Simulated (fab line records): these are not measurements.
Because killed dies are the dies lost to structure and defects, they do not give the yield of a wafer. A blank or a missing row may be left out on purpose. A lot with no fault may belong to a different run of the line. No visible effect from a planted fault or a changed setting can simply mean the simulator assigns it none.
fab line records / flow sfq_line
record: lots: 6 wafers: 18 last_day: 93
route steps=325 shown M0@42 I0@43
lots with no fault: from the same line, run without faults
start_h: the number of hours between the record's first day and the start of the first shown wafer of the lot / wait_h: hours elapsed since this lot's preceding step / " the same as in the row above / L1.1+2: a single row standing in for several wafers / - no value present, or no start provided / * or withheld: withheld / < > ~ a bound
route shown NAME@n: names a module that has steps shown in the file, with the first one's number in the route / usual: mean/standard deviation taken from wafers without a fault / same: alike in all rows / chamber/n: place in a boat / sites: per-site readings / _std_site: their standard deviation / _edge_site: outer sites' mean less inner sites' / radius_mm: how far each site lies from the wafer's centre / mask NAME#n: copy n / behind: the most recent tool/chamber to have shaped the wafer / hold: why the lot was held/for how many hours/how that ended / device: the transistor (n, p or np) that didn't switch / end of line: at the end of the route, the tests of the same wafers / a step without rows: its recipe alone / killed: dies that structure and defects cost at the first sort, which is not the same as the wafer's yield / map: the dies of a wafer, with x for killed, . for not killed, _ for no die there
set.NAME: setting as actually run; set.NAME@STEP: the setting as run at that earlier step / model.NAME: the simulator's own value behind a step, which no gauge read
lots at some steps of the route; a table a step, a row a wafer
services: from which hour (start_h, from the record's first day; less than 0 if before it) a tool's chamber was out of use, for how many hours, and why
== steps ==
step: SFQ_TRILAYER_M0_STRIP_SOLV_CLEAN_026
recipe: chemistry: NMP temp_c: 70 time_s: 600
step: SFQ_TRILAYER_I0_DEP_PECVD_027
recipe: material: SiO2 temp_c: 150 time_s: 111.11 pressure_torr: 2.4 rf_w: 183.3 precursor: SiH4/N2O target_thk_nm: 500
usual: heater_power_w: 81/11 throttle_valve_pct: 24.7/1.2
lot.wafer=L352.3 tool=pecvd-03 chamber=2 start_h=281.69 wait_h=0.0 heater_power_w=88 since_wet_clean_h=443 throttle_valve_pct=23.0
lot.wafer=L352.4 tool=pecvd-03 chamber=1 start_h=281.69 wait_h=0.0 heater_power_w=88 since_wet_clean_h=- throttle_valve_pct=23.5
lot.wafer=L352.6 tool=pecvd-03 chamber=2 start_h=281.69 wait_h=0.0 heater_power_w=73 since_wet_clean_h=- throttle_valve_pct=23.0
lot.wafer=L355.1 tool=pecvd-02 chamber=2 start_h=302.09 wait_h=0.0 heater_power_w=71 since_wet_clean_h=94 throttle_valve_pct=22.9
lot.wafer=L355.4 tool=pecvd-02 chamber=1 start_h=302.09 wait_h=0.0 heater_power_w=58 since_wet_clean_h=- throttle_valve_pct=23.9
lot.wafer=L355.6 tool=pecvd-02 chamber=0 start_h=302.09 wait_h=0.0 heater_power_w=100 since_wet_clean_h=- throttle_valve_pct=23.8
lot.wafer=L357.1 tool=pecvd-04 chamber=1 start_h=311.69 wait_h=0.0 heater_power_w=79 since_wet_clean_h=1226 throttle_valve_pct=25.0
lot.wafer=L357.5 tool=pecvd-04 chamber=2 start_h=311.69 wait_h=0.0 heater_power_w=77 since_wet_clean_h=- throttle_valve_pct=26.6
lot.wafer=L357.6 tool=pecvd-04 chamber=1 start_h=311.69 wait_h=0.0 heater_power_w=82 since_wet_clean_h=- throttle_valve_pct=25.2
lot.wafer=L365.1 tool=pecvd-04 chamber=1 start_h=413.45 wait_h=0.0 heater_power_w=75 since_wet_clean_h=1328 throttle_valve_pct=25.0
lot.wafer=L365.3 tool=pecvd-04 chamber=0 start_h=413.45 wait_h=0.0 heater_power_w=86 since_wet_clean_h=1328 throttle_valve_pct=25.3
lot.wafer=L365.6 tool=pecvd-04 chamber=0 start_h=413.45 wait_h=0.0 heater_power_w=89 since_wet_clean_h=- throttle_valve_pct=25.4
lot.wafer=L367.2 tool=pecvd-04 chamber=0 start_h=442.94 wait_h=0.0 heater_power_w=92 since_wet_clean_h=1357 throttle_valve_pct=25.5
lot.wafer=L367.4 tool=pecvd-04 chamber=1 start_h=442.94 wait_h=0.0 heater_power_w=74 since_wet_clean_h=- throttle_valve_pct=25.2
lot.wafer=L367.5 tool=pecvd-04 chamber=0 start_h=442.94 wait_h=0.0 heater_power_w=76 since_wet_clean_h=- throttle_valve_pct=25.3
lot.wafer=L368.2 tool=pecvd-03 chamber=1 start_h=452.12 wait_h=0.0 heater_power_w=82 since_wet_clean_h=613 throttle_valve_pct=23.8
lot.wafer=L368.5 tool=pecvd-03 chamber=0 start_h=452.12 wait_h=0.0 heater_power_w=85 since_wet_clean_h=- throttle_valve_pct=25.5
lot.wafer=L368.6 tool=pecvd-03 chamber=2 start_h=452.12 wait_h=0.0 heater_power_w=82 since_wet_clean_h=- throttle_valve_pct=22.8
step: SFQ_TRILAYER_I0_CMP_CMP_028
recipe: material: SiO2 down_force_psi: 3 platen_rpm: 60 pad_velocity_m_s: 0.94248
usual: motor_current_A: 10.5/1.2 time_to_endpoint_s: 216/6.7
lot.wafer=L352.4 tool=cmp-02 chamber=2 start_h=283.58 wait_h=1.8 motor_current_A=9.8 time_to_endpoint_s=229
lot.wafer=L352.3 tool=cmp-02 chamber=3 start_h=283.58 wait_h=1.8 motor_current_A=10.2 time_to_endpoint_s=224
lot.wafer=L352.6 tool=cmp-02 chamber=2 start_h=285.58 wait_h=3.8 motor_current_A=9.6 time_to_endpoint_s=232
lot.wafer=L355.4 tool=cmp-02 chamber=0 start_h=302.17 wait_h=0.0 motor_current_A=13.5 time_to_endpoint_s=220
lot.wafer=L355.1 tool=cmp-02 chamber=1 start_h=302.17 wait_h=0.0 motor_current_A=9.2 time_to_endpoint_s=224
lot.wafer=L355.6 tool=cmp-02 chamber=1 start_h=304.67 wait_h=2.5 motor_current_A=9.6 time_to_endpoint_s=224
lot.wafer=L357.1 tool=cmp-02 chamber=2 start_h=312.77 wait_h=1.0 motor_current_A=10.1 time_to_endpoint_s=218
lot.wafer=L357.6 tool=cmp-02 chamber=0 start_h=313.77 wait_h=2.0 motor_current_A=12.8 time_to_endpoint_s=215
lot.wafer=L357.5 tool=cmp-02 chamber=1 start_h=313.77 wait_h=2.0 motor_current_A=9.8 time_to_endpoint_s=221
lot.wafer=L365.3 tool=cmp-01 chamber=0 start_h=413.67 wait_h=0.2 motor_current_A=11.4 time_to_endpoint_s=211
lot.wafer=L365.1 tool=cmp-01 chamber=1 start_h=413.67 wait_h=0.2 motor_current_A=10.7 time_to_endpoint_s=216
lot.wafer=L365.6 tool=cmp-01 chamber=0 start_h=415.67 wait_h=2.1 motor_current_A=10.4 time_to_endpoint_s=217
lot.wafer=L367.4 tool=cmp-01 chamber=1 start_h=443.01 wait_h=0.0 motor_current_A=10.6 time_to_endpoint_s=224
lot.wafer=L367.2 tool=cmp-01 chamber=2 start_h=443.01 wait_h=0.0 motor_current_A=11.3 time_to_endpoint_s=205
lot.wafer=L367.5 tool=cmp-01 chamber=2 start_h=445.51 wait_h=2.5 motor_current_A=11.4 time_to_endpoint_s=209
lot.wafer=L368.2 tool=cmp-02 chamber=2 start_h=453.20 wait_h=1.0 motor_current_A=9.6 time_to_endpoint_s=207
lot.wafer=L368.6 tool=cmp-02 chamber=0 start_h=454.20 wait_h=2.0 motor_current_A=13.0 time_to_endpoint_s=218
lot.wafer=L368.5 tool=cmp-02 chamber=1 start_h=454.20 wait_h=2.0 motor_current_A=9.6 time_to_endpoint_s=212
step: SFQ_I0_BOW_MEAS_907
recipe: mode: bow
usual: I0_BOW: 1/7.2
lot.wafer=L352.3 tool=film_metro-02 chamber=- start_h=286.62 wait_h=2.0 I0_BOW[um]=8
lot.wafer=L352.4 tool=film_metro-02 chamber=- start_h=286.62 wait_h=2.0 I0_BOW[um]=10
lot.wafer=L352.6 tool=film_metro-02 chamber=- start_h=286.62 wait_h=2.0 I0_BOW[um]=-1
lot.wafer=L355.1 tool=film_metro-03 chamber=- start_h=305.17 wait_h=2.0 I0_BOW[um]=3
lot.wafer=L355.4 tool=film_metro-03 chamber=- start_h=305.17 wait_h=2.0 I0_BOW[um]=-6
lot.wafer=L355.6 tool=film_metro-03 chamber=- start_h=305.17 wait_h=2.0 I0_BOW[um]=6
lot.wafer=L357.1 tool=film_metro-02 chamber=- start_h=314.77 wait_h=1.5 I0_BOW[um]=-1
lot.wafer=L357.5 tool=film_metro-02 chamber=- start_h=314.77 wait_h=1.5 I0_BOW[um]=5
lot.wafer=L357.6 tool=film_metro-02 chamber=- start_h=314.77 wait_h=1.5 I0_BOW[um]=12
lot.wafer=L365.1 tool=film_metro-03 chamber=- start_h=416.67 wait_h=2.0 I0_BOW[um]=-1
lot.wafer=L365.3 tool=film_metro-03 chamber=- start_h=416.67 wait_h=2.0 I0_BOW[um]=6
lot.wafer=L365.6 tool=film_metro-03 chamber=- start_h=416.67 wait_h=2.0 I0_BOW[um]=20
lot.wafer=L367.2 tool=film_metro-03 chamber=- start_h=446.03 wait_h=2.0 I0_BOW[um]=2
lot.wafer=L367.4 tool=film_metro-03 chamber=- start_h=446.03 wait_h=2.0 I0_BOW[um]=-4
lot.wafer=L367.5 tool=film_metro-03 chamber=- start_h=446.03 wait_h=2.0 I0_BOW[um]=-8
lot.wafer=L368.2 tool=film_metro-04 chamber=- start_h=455.22 wait_h=1.5 I0_BOW[um]=-1
lot.wafer=L368.5 tool=film_metro-04 chamber=- start_h=455.22 wait_h=1.5 I0_BOW[um]=15
lot.wafer=L368.6 tool=film_metro-04 chamber=- start_h=455.22 wait_h=1.5 I0_BOW[um]=4
step: SFQ_TRILAYER_I0_METRO_MEASURE_029
usual: thk_nm: 200.4/0.97
lot.wafer=L352.3 tool=film_metro-02 chamber=- start_h=287.10 wait_h=0.5 thk_nm=199.4
lot.wafer=L352.4 tool=film_metro-02 chamber=- start_h=287.10 wait_h=0.5 thk_nm=200.9
lot.wafer=L352.6 tool=film_metro-02 chamber=- start_h=287.10 wait_h=0.5 thk_nm=200.9
lot.wafer=L355.1 tool=film_metro-03 chamber=- start_h=305.29 wait_h=0.1 thk_nm=202.3
lot.wafer=L355.4 tool=film_metro-03 chamber=- start_h=305.29 wait_h=0.1 thk_nm=203.2
lot.wafer=L355.6 tool=film_metro-03 chamber=- start_h=305.29 wait_h=0.1 thk_nm=200.7
lot.wafer=L357.1 tool=film_metro-02 chamber=- start_h=314.89 wait_h=0.1 thk_nm=202.0
lot.wafer=L357.5 tool=film_metro-02 chamber=- start_h=314.89 wait_h=0.1 thk_nm=199.5
lot.wafer=L357.6 tool=film_metro-02 chamber=- start_h=314.89 wait_h=0.1 thk_nm=199.6
lot.wafer=L365.1 tool=film_metro-03 chamber=- start_h=416.79 wait_h=0.1 thk_nm=200.5
lot.wafer=L365.3 tool=film_metro-03 chamber=- start_h=416.79 wait_h=0.1 thk_nm=199.1
lot.wafer=L365.6 tool=film_metro-03 chamber=- start_h=416.79 wait_h=0.1 thk_nm=201.3
lot.wafer=L367.2 tool=film_metro-03 chamber=- start_h=446.33 wait_h=0.3 thk_nm=198.8
lot.wafer=L367.4 tool=film_metro-03 chamber=- start_h=446.33 wait_h=0.3 thk_nm=199.6
lot.wafer=L367.5 tool=film_metro-03 chamber=- start_h=446.33 wait_h=0.3 thk_nm=198.3
lot.wafer=L368.2 tool=film_metro-04 chamber=- start_h=455.52 wait_h=0.3 thk_nm=201.8
lot.wafer=L368.5 tool=film_metro-04 chamber=- start_h=455.52 wait_h=0.3 thk_nm=201.3
lot.wafer=L368.6 tool=film_metro-04 chamber=- start_h=455.52 wait_h=0.3 thk_nm=201.2
step: SFQ_TRILAYER_I0_VIA_LITHO_COAT_036
recipe: resist: BARC spin_rpm: 3000 resist_thk_nm: 62
step: SFQ_TRILAYER_I0_VIA_LITHO_COAT_031
recipe: resist: KrF spin_rpm: 3000 resist_thk_nm: 650
step: SFQ_TRILAYER_I0_VIA_LITHO_SOFTBAKE_035
recipe: temp_c: withheld time_s: withheld resist: KrF
step: SFQ_TRILAYER_I0_VIA_LITHO_EXPOSE_032
recipe: mask_id: I0 na: 0.6 source_shape: conventional sigma_outer: 0.65 target_cd_nm: 500 dose_mj: 21.3
step: SFQ_TRILAYER_I0_VIA_LITHO_PEB_034
recipe: peb_temp_c: 115 peb_time_s: 60 resist: KrF
step: SFQ_TRILAYER_I0_VIA_LITHO_DEVELOP_033
recipe: time_s: 60 resist: KrF
step: SFQ_I0_OVL_MEAS_908
usual: I0_OVL: 3/5
lot.wafer=L352.3 tool=overlay-02 chamber=- start_h=419.40 wait_h=0.1 I0_OVL[nm]=8
lot.wafer=L352.4 tool=overlay-02 chamber=- start_h=419.40 wait_h=0.1 I0_OVL[nm]=0
lot.wafer=L352.6 tool=overlay-02 chamber=- start_h=419.40 wait_h=0.1 I0_OVL[nm]=1
lot.wafer=L355.1 tool=overlay-01 chamber=- start_h=451.49 wait_h=0.1 I0_OVL[nm]=-4
lot.wafer=L355.4 tool=overlay-01 chamber=- start_h=451.49 wait_h=0.1 I0_OVL[nm]=-2
lot.wafer=L355.6 tool=overlay-01 chamber=- start_h=451.49 wait_h=0.1 I0_OVL[nm]=2
lot.wafer=L357.1 tool=overlay-01 chamber=- start_h=460.42 wait_h=0.1 I0_OVL[nm]=-3
lot.wafer=L357.5 tool=overlay-01 chamber=- start_h=460.42 wait_h=0.1 I0_OVL[nm]=3
lot.wafer=L357.6 tool=overlay-01 chamber=- start_h=460.42 wait_h=0.1 I0_OVL[nm]=3
lot.wafer=L365.1 tool=overlay-01 chamber=- start_h=584.69 wait_h=0.1 I0_OVL[nm]=6
lot.wafer=L365.3 tool=overlay-01 chamber=- start_h=584.69 wait_h=0.1 I0_OVL[nm]=5
lot.wafer=L365.6 tool=overlay-01 chamber=- start_h=584.69 wait_h=0.1 I0_OVL[nm]=-1
lot.wafer=L367.2 tool=overlay-02 chamber=- start_h=603.49 wait_h=0.1 I0_OVL[nm]=11
lot.wafer=L367.4 tool=overlay-02 chamber=- start_h=603.49 wait_h=0.1 I0_OVL[nm]=6
lot.wafer=L367.5 tool=overlay-02 chamber=- start_h=603.49 wait_h=0.1 I0_OVL[nm]=3
lot.wafer=L368.2 tool=overlay-02 chamber=- start_h=619.41 wait_h=0.1 I0_OVL[nm]=9
lot.wafer=L368.5 tool=overlay-02 chamber=- start_h=619.41 wait_h=0.1 I0_OVL[nm]=8
lot.wafer=L368.6 tool=overlay-02 chamber=- start_h=619.41 wait_h=0.1 I0_OVL[nm]=11
step: SFQ_TRILAYER_I0_VIA_BARC_OPEN_VIA_ETCH_046
recipe: mask_material: PR chemistry: O2 target_depth_nm: 125 target: BARC source_w: 500 bias_w: 80 pressure_mtorr: 30 time_s: 41.7
usual: drypump_motor_current_A: 5.9/0.51 oes_product_au: 0.685/0.0046
lot.wafer=L352.3 tool=rie_diel-02 chamber=0 start_h=419.43 wait_h=0.0 drypump_motor_current_A=6.2 oes_product_au=0.686 rf_hours_counter_h=99 model.KrF_of_TRILAYER_I0_VIA_LITHO_COAT_031.thk_nm=575.1
lot.wafer=L352.4 tool=rie_diel-02 chamber=1 start_h=419.43 wait_h=0.0 drypump_motor_current_A=5.8 oes_product_au=0.689 rf_hours_counter_h=103 model.KrF_of_TRILAYER_I0_VIA_LITHO_COAT_031.thk_nm=574
lot.wafer=L352.6 tool=rie_diel-02 chamber=3 start_h=419.43 wait_h=0.0 drypump_motor_current_A=6.1 oes_product_au=0.683 rf_hours_counter_h=- model.KrF_of_TRILAYER_I0_VIA_LITHO_COAT_031.thk_nm=573.9
lot.wafer=L355.1 tool=rie_diel-01 chamber=2 start_h=451.53 wait_h=0.0 drypump_motor_current_A=5.1 oes_product_au=0.693 rf_hours_counter_h=4 model.KrF_of_TRILAYER_I0_VIA_LITHO_COAT_031.thk_nm=574.8
lot.wafer=L355.4 tool=rie_diel-01 chamber=3 start_h=451.53 wait_h=0.0 drypump_motor_current_A=6.6 oes_product_au=0.685 rf_hours_counter_h=14 model.KrF_of_TRILAYER_I0_VIA_LITHO_COAT_031.thk_nm=582.4
lot.wafer=L355.6 tool=rie_diel-01 chamber=3 start_h=451.53 wait_h=0.0 drypump_motor_current_A=6.6 oes_product_au=0.690 rf_hours_counter_h=- model.KrF_of_TRILAYER_I0_VIA_LITHO_COAT_031.thk_nm=574.5
lot.wafer=L357.1 tool=rie_diel-01 chamber=1 start_h=460.46 wait_h=0.0 drypump_motor_current_A=6.2 oes_product_au=0.686 rf_hours_counter_h=91 model.KrF_of_TRILAYER_I0_VIA_LITHO_COAT_031.thk_nm=575.6
lot.wafer=L357.5 tool=rie_diel-01 chamber=3 start_h=460.46 wait_h=0.0 drypump_motor_current_A=6.6 oes_product_au=0.681 rf_hours_counter_h=- model.KrF_of_TRILAYER_I0_VIA_LITHO_COAT_031.thk_nm=582.4
lot.wafer=L357.6 tool=rie_diel-01 chamber=2 start_h=460.46 wait_h=0.0 drypump_motor_current_A=5.1 oes_product_au=0.677 rf_hours_counter_h=- model.KrF_of_TRILAYER_I0_VIA_LITHO_COAT_031.thk_nm=572.2
lot.wafer=L365.1 tool=rie_diel-03 chamber=3 start_h=584.72 wait_h=0.0 drypump_motor_current_A=4.9 oes_product_au=0.680 rf_hours_counter_h=6 model.KrF_of_TRILAYER_I0_VIA_LITHO_COAT_031.thk_nm=574.9
lot.wafer=L365.3 tool=rie_diel-03 chamber=0 start_h=584.72 wait_h=0.0 drypump_motor_current_A=5.7 oes_product_au=0.685 rf_hours_counter_h=67 model.KrF_of_TRILAYER_I0_VIA_LITHO_COAT_031.thk_nm=574.2
lot.wafer=L365.6 tool=rie_diel-03 chamber=2 start_h=584.72 wait_h=0.0 drypump_motor_current_A=6.3 oes_product_au=0.681 rf_hours_counter_h=- model.KrF_of_TRILAYER_I0_VIA_LITHO_COAT_031.thk_nm=574.2
lot.wafer=L367.2 tool=rie_diel-01 chamber=0 start_h=603.52 wait_h=0.0 drypump_motor_current_A=5.8 oes_product_au=0.685 rf_hours_counter_h=10 model.KrF_of_TRILAYER_I0_VIA_LITHO_COAT_031.thk_nm=571.3
lot.wafer=L367.4 tool=rie_diel-01 chamber=2 start_h=603.52 wait_h=0.0 drypump_motor_current_A=5.1 oes_product_au=0.689 rf_hours_counter_h=6 model.KrF_of_TRILAYER_I0_VIA_LITHO_COAT_031.thk_nm=572.9
lot.wafer=L367.5 tool=rie_diel-01 chamber=2 start_h=603.52 wait_h=0.0 drypump_motor_current_A=5.1 oes_product_au=0.684 rf_hours_counter_h=- model.KrF_of_TRILAYER_I0_VIA_LITHO_COAT_031.thk_nm=572.8
lot.wafer=L368.2 tool=rie_diel-01 chamber=3 start_h=619.44 wait_h=0.0 drypump_motor_current_A=6.6 oes_product_au=0.688 rf_hours_counter_h=16 model.KrF_of_TRILAYER_I0_VIA_LITHO_COAT_031.thk_nm=569.7
lot.wafer=L368.5 tool=rie_diel-01 chamber=2 start_h=619.44 wait_h=0.0 drypump_motor_current_A=5.1 oes_product_au=0.683 rf_hours_counter_h=- model.KrF_of_TRILAYER_I0_VIA_LITHO_COAT_031.thk_nm=570.9
lot.wafer=L368.6 tool=rie_diel-01 chamber=1 start_h=619.44 wait_h=0.0 drypump_motor_current_A=6.2 oes_product_au=0.681 rf_hours_counter_h=- model.KrF_of_TRILAYER_I0_VIA_LITHO_COAT_031.thk_nm=572.8
step: SFQ_TRILAYER_I0_VIA_ETCH_VIA_ETCH_034
recipe: target: SiO2 stop_on: Nb mask_material: PR taper_deg: 20 chemistry: CHF3 target_depth_nm: 260 source_w: 500 bias_w: 80 pressure_mtorr: 30 time_s: withheld
usual: drypump_motor_current_A: 5.9/0.51 oes_product_au: 0.855/0.0045
lot.wafer=L352.3 tool=rie_diel-02 chamber=0 start_h=419.47 wait_h=0.0 drypump_motor_current_A=6.2 oes_product_au=0.857 model.KrF_of_TRILAYER_I0_VIA_LITHO_COAT_031.thk_nm=530.4
lot.wafer=L352.4 tool=rie_diel-02 chamber=1 start_h=419.47 wait_h=0.0 drypump_motor_current_A=5.8 oes_product_au=0.851 model.KrF_of_TRILAYER_I0_VIA_LITHO_COAT_031.thk_nm=529
lot.wafer=L352.6 tool=rie_diel-02 chamber=3 start_h=419.47 wait_h=0.0 drypump_motor_current_A=6.1 oes_product_au=0.853 model.KrF_of_TRILAYER_I0_VIA_LITHO_COAT_031.thk_nm=528.3
lot.wafer=L355.1 tool=rie_diel-01 chamber=2 start_h=451.57 wait_h=0.0 drypump_motor_current_A=5.1 oes_product_au=0.858 model.KrF_of_TRILAYER_I0_VIA_LITHO_COAT_031.thk_nm=529.6
lot.wafer=L355.4 tool=rie_diel-01 chamber=3 start_h=451.57 wait_h=0.0 drypump_motor_current_A=6.6 oes_product_au=0.861 model.KrF_of_TRILAYER_I0_VIA_LITHO_COAT_031.thk_nm=537.3
lot.wafer=L355.6 tool=rie_diel-01 chamber=3 start_h=451.57 wait_h=0.0 drypump_motor_current_A=6.6 oes_product_au=0.850 model.KrF_of_TRILAYER_I0_VIA_LITHO_COAT_031.thk_nm=529
lot.wafer=L357.1 tool=rie_diel-01 chamber=1 start_h=460.50 wait_h=0.0 drypump_motor_current_A=6.2 oes_product_au=0.848 model.KrF_of_TRILAYER_I0_VIA_LITHO_COAT_031.thk_nm=531.1
lot.wafer=L357.5 tool=rie_diel-01 chamber=3 start_h=460.50 wait_h=0.0 drypump_motor_current_A=6.6 oes_product_au=0.856 model.KrF_of_TRILAYER_I0_VIA_LITHO_COAT_031.thk_nm=537.5
lot.wafer=L357.6 tool=rie_diel-01 chamber=2 start_h=460.50 wait_h=0.0 drypump_motor_current_A=5.1 oes_product_au=0.855 model.KrF_of_TRILAYER_I0_VIA_LITHO_COAT_031.thk_nm=527.2
lot.wafer=L365.1 tool=rie_diel-03 chamber=3 start_h=584.76 wait_h=0.0 drypump_motor_current_A=4.9 oes_product_au=0.864 model.KrF_of_TRILAYER_I0_VIA_LITHO_COAT_031.thk_nm=529.8
lot.wafer=L365.3 tool=rie_diel-03 chamber=0 start_h=584.76 wait_h=0.0 drypump_motor_current_A=5.7 oes_product_au=0.844 model.KrF_of_TRILAYER_I0_VIA_LITHO_COAT_031.thk_nm=529.4
lot.wafer=L365.6 tool=rie_diel-03 chamber=2 start_h=584.76 wait_h=0.0 drypump_motor_current_A=6.3 oes_product_au=0.858 model.KrF_of_TRILAYER_I0_VIA_LITHO_COAT_031.thk_nm=529.4
lot.wafer=L367.2 tool=rie_diel-01 chamber=0 start_h=603.56 wait_h=0.0 drypump_motor_current_A=5.8 oes_product_au=0.854 model.KrF_of_TRILAYER_I0_VIA_LITHO_COAT_031.thk_nm=526.3
lot.wafer=L367.4 tool=rie_diel-01 chamber=2 start_h=603.56 wait_h=0.0 drypump_motor_current_A=5.1 oes_product_au=0.856 model.KrF_of_TRILAYER_I0_VIA_LITHO_COAT_031.thk_nm=527.8
lot.wafer=L367.5 tool=rie_diel-01 chamber=2 start_h=603.56 wait_h=0.0 drypump_motor_current_A=5.1 oes_product_au=0.848 model.KrF_of_TRILAYER_I0_VIA_LITHO_COAT_031.thk_nm=527.6
lot.wafer=L368.2 tool=rie_diel-01 chamber=3 start_h=619.48 wait_h=0.0 drypump_motor_current_A=6.6 oes_product_au=0.857 model.KrF_of_TRILAYER_I0_VIA_LITHO_COAT_031.thk_nm=524.4
lot.wafer=L368.5 tool=rie_diel-01 chamber=2 start_h=619.48 wait_h=0.0 drypump_motor_current_A=5.1 oes_product_au=0.855 model.KrF_of_TRILAYER_I0_VIA_LITHO_COAT_031.thk_nm=525.3
lot.wafer=L368.6 tool=rie_diel-01 chamber=1 start_h=619.48 wait_h=0.0 drypump_motor_current_A=6.2 oes_product_au=0.846 model.KrF_of_TRILAYER_I0_VIA_LITHO_COAT_031.thk_nm=528.9
step: SFQ_TRILAYER_I0_VIA_STRIP_STRIP_035
recipe: gas: O2 power_w: 200 platen_temp_c: 40 overash_fraction: 0.65 chemistry: O2 pressure_mtorr: 50
usual: drypump_motor_current_A: 6.2/0.44 oes_product_au: 1.000/0.0076
lot.wafer=L352.3 tool=rie_metal-01 chamber=0 start_h=419.78 wait_h=- drypump_motor_current_A=5.7 oes_product_au=0.994 rf_hours_counter_h=-
lot.wafer=L352.4 tool=rie_metal-01 chamber=1 start_h=419.78 wait_h=- drypump_motor_current_A=5.9 oes_product_au=0.988 rf_hours_counter_h=-
lot.wafer=L352.6 tool=rie_metal-01 chamber=0 start_h=419.78 wait_h=- drypump_motor_current_A=5.8 oes_product_au=0.987 rf_hours_counter_h=-
lot.wafer=L355.1 tool=rie_metal-01 chamber=1 start_h=451.68 wait_h=- drypump_motor_current_A=5.9 oes_product_au=1.001 rf_hours_counter_h=131
lot.wafer=L355.4 tool=rie_metal-01 chamber=1 start_h=451.68 wait_h=- drypump_motor_current_A=5.9 oes_product_au=0.999 rf_hours_counter_h=-
lot.wafer=L355.6 tool=rie_metal-01 chamber=1 start_h=451.68 wait_h=- drypump_motor_current_A=5.9 oes_product_au=0.995 rf_hours_counter_h=-
lot.wafer=L357.1 tool=rie_metal-01 chamber=0 start_h=460.61 wait_h=- drypump_motor_current_A=5.8 oes_product_au=0.996 rf_hours_counter_h=43
lot.wafer=L357.5 tool=rie_metal-01 chamber=1 start_h=460.61 wait_h=- drypump_motor_current_A=5.9 oes_product_au=0.995 rf_hours_counter_h=-
lot.wafer=L357.6 tool=rie_metal-01 chamber=0 start_h=460.61 wait_h=- drypump_motor_current_A=5.7 oes_product_au=0.993 rf_hours_counter_h=-
lot.wafer=L365.1 tool=rie_metal-02 chamber=1 start_h=584.88 wait_h=- drypump_motor_current_A=6.8 oes_product_au=1.001 rf_hours_counter_h=61
lot.wafer=L365.3 tool=rie_metal-02 chamber=1 start_h=584.88 wait_h=- drypump_motor_current_A=6.8 oes_product_au=1.000 rf_hours_counter_h=-
lot.wafer=L365.6 tool=rie_metal-02 chamber=1 start_h=584.88 wait_h=- drypump_motor_current_A=6.8 oes_product_au=0.992 rf_hours_counter_h=-
lot.wafer=L367.2 tool=rie_metal-03 chamber=0 start_h=603.67 wait_h=- drypump_motor_current_A=5.4 oes_product_au=0.988 rf_hours_counter_h=120
lot.wafer=L367.4 tool=rie_metal-03 chamber=1 start_h=603.67 wait_h=- drypump_motor_current_A=6.3 oes_product_au=0.996 rf_hours_counter_h=-
lot.wafer=L367.5 tool=rie_metal-03 chamber=0 start_h=603.67 wait_h=- drypump_motor_current_A=5.4 oes_product_au=0.990 rf_hours_counter_h=-
lot.wafer=L368.2 tool=rie_metal-02 chamber=1 start_h=619.60 wait_h=- drypump_motor_current_A=6.8 oes_product_au=1.002 rf_hours_counter_h=66
lot.wafer=L368.5 tool=rie_metal-02 chamber=0 start_h=619.60 wait_h=- drypump_motor_current_A=6.4 oes_product_au=0.999 rf_hours_counter_h=-
lot.wafer=L368.6 tool=rie_metal-02 chamber=1 start_h=619.60 wait_h=- drypump_motor_current_A=6.8 oes_product_au=1.020 rf_hours_counter_h=-
== services ==
tool=cmp-02 chamber=- start_h=261.66 hours=0.3 kind=repair
tool=pecvd-03 chamber=- start_h=265.54 hours=14.6 kind=pm
tool=pecvd-04 chamber=- start_h=274.95 hours=1.3 kind=repair
tool=film_metro-02 chamber=- start_h=277.90 hours=0.3 kind=pm
tool=rie_metal-01 chamber=1 start_h=308.43 hours=3.1 kind=repair
tool=rie_diel-03 chamber=3 start_h=316.84 hours=4.3 kind=repair
tool=rie_diel-02 chamber=- start_h=318.45 hours=2.8 kind=pm
tool=rie_diel-01 chamber=1 start_h=343.07 hours=6.9 kind=repair
tool=pecvd-04 chamber=2 start_h=367.33 hours=4.4 kind=repair
tool=cmp-02 chamber=- start_h=401.87 hours=8.3 kind=pm
tool=film_metro-03 chamber=- start_h=417.99 hours=0.7 kind=pm
tool=rie_diel-01 chamber=1 start_h=429.14 hours=2.3 kind=repair
tool=cmp-02 chamber=- start_h=444.56 hours=1.7 kind=repair
tool=film_metro-03 chamber=- start_h=454.83 hours=0.6 kind=pm
tool=cmp-02 chamber=- start_h=471.42 hours=1.6 kind=repair
tool=film_metro-03 chamber=- start_h=484.85 hours=1.0 kind=pm
tool=rie_diel-01 chamber=1 start_h=495.14 hours=6.4 kind=repair
tool=pecvd-04 chamber=- start_h=501.10 hours=12.0 kind=repair
tool=rie_metal-01 chamber=- start_h=501.83 hours=1.4 kind=pm
tool=rie_diel-01 chamber=- start_h=530.24 hours=2.0 kind=repair
tool=pecvd-04 chamber=- start_h=563.75 hours=14.0 kind=pm
tool=rie_diel-01 chamber=2 start_h=571.62 hours=5.3 kind=repair
tool=cmp-02 chamber=- start_h=572.06 hours=4.0 kind=pm
tool=cmp-02 chamber=- start_h=590.02 hours=1.3 kind=repair
== key ==
first_sign none at tools or gauges
model_effect: step: SFQ_TRILAYER_I0_VIA_BARC_OPEN_VIA_ETCH_046 value: KrF_of_TRILAYER_I0_VIA_LITHO_COAT_031.thk_nm without: 573.8 struck: 582.4
model_effect: step: SFQ_TRILAYER_I0_VIA_ETCH_VIA_ETCH_034 value: KrF_of_TRILAYER_I0_VIA_LITHO_COAT_031.thk_nm without: 528.8 struck: 537.4
met_at SFQ_TRILAYER_I0_VIA_BARC_OPEN_VIA_ETCH_046
struck_wafers L355.4,L357.5
fault: kind: process_parameter_drift tool: rie_diel-01 chamber: - onset_h: 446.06 steps: SFQ_TRILAYER_I0_VIA_BARC_OPEN_VIA_ETCH_046 channel: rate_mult offset: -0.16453 shape: step end_h: 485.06 scope: struck_wafers_only
